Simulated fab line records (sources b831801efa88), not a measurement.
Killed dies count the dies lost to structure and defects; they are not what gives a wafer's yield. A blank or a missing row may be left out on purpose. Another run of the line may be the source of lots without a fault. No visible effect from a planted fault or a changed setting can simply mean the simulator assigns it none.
2 desks looking at one fault | flow sky130 | what lay behind the numbers comes last; until then each desk has only its own

THE METROLOGY DESK
Means of the sampled wafers that have a number, per lot and without regard to the tool the lot ran on: this is what the gauges read. Any lot whose mean is over 4 standard deviations away from the usual mean is out of limits and marked OUT; that distance is given in the brackets.
Columns: A = cd nm at SKY_POLY_CUT_CD_MEAS_08, usual 270.1 nm; B = SD_N_TW at SKY_SD_N_TW_MEAS_12, usual 3963; C = SD_N_RS at SKY_SD_N_RS_MEAS_16, usual 68.60 ohm/sq; D = cd nm at SKY_LI_CONTACT_CD_MEAS_12, usual 170.6 nm
lot  | first seen here | A     | B               | C               | D
L157 | day 26 01:43    | 270.5 | 3909            | 68.74           | 169.8
L158 | day 26 15:46    | 269.0 | 3929            | 68.66           | 171.2
L162 | day 27 17:31    | 268.0 | 3977            | 68.70           | 172.1
L165 | day 28 14:08    | 269.8 | 3859            | 73.14 (+41) OUT | 173.8
L164 | day 28 18:01    | 269.8 | 3798 (-5.0) OUT | 73.03 (+40) OUT | 172.2
L168 | day 29 09:28    | 270.1 | 3971            | 68.75           | 171.4
L167 | day 29 14:07    | 271.1 | 3979            | 68.65           | 169.4
L172 | day 30 20:08    | 270.6 | 3993            | 68.47           | 169.7
L173 | day 31 00:14    | 269.6 | 3934            | 68.66           | 170.8
L174 | day 31 13:28    | 271.6 | 3922            | 68.57           | 169.9
This desk reports L164, L165 out of limits; the earliest was L165 at day 32 04:17 (SD_N_RS at SKY_SD_N_RS_MEAS_16). L157, L158, L162, L168, L167, L172, L173, L174 stayed within limits.

THE TOOL OWNER'S DESK: implanter-02
The tool's own readings at SKY_SD_N_IMPLANT_09: means of the sampled wafers that have a number, for each lot that ran on this tool. Any lot whose mean is over 4 standard deviations away from the usual mean is out of limits and marked OUT; that distance is given in the brackets.
Columns: A = beam energy keV at SKY_SD_N_IMPLANT_09, usual 50.003; B = dose ions cm2 at SKY_SD_N_IMPLANT_09, usual 4e+15
lot  | first seen here | A                        | B
L158 | day 30 05:29    | 49.999                   | 4e+15
L162 | day 31 05:50    | 50.015                   | 4e+15
L165 | day 32 03:37    | 44.166 (-99 or more) OUT | 4e+15
L164 | day 32 05:14    | 44.172 (-99 or more) OUT | 4e+15
Finding of this desk: L164, L165 out of limits; the first was L165 at day 32 03:37, on beam energy keV at SKY_SD_N_IMPLANT_09. L158, L162 stayed within limits.

ALL TOGETHER
An alarm could have come from the tool owner's desk at day 32 03:37, on L164, L165.
Metrology desk: alarm possible at day 32 04:17 on L164, L165.
On implanter-02, each named lot ran SKY_SD_N_IMPLANT_09.

WHAT THE SIMULATOR HAD PUT IN
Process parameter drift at SKY_SD_N_IMPLANT_09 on implanter-02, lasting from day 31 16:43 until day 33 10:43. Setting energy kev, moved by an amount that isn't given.
Struck lots among those shown: L164, L165.
Fault start to first reading out of limits, in hours, per desk: tool owner, 11; metrology, 12.
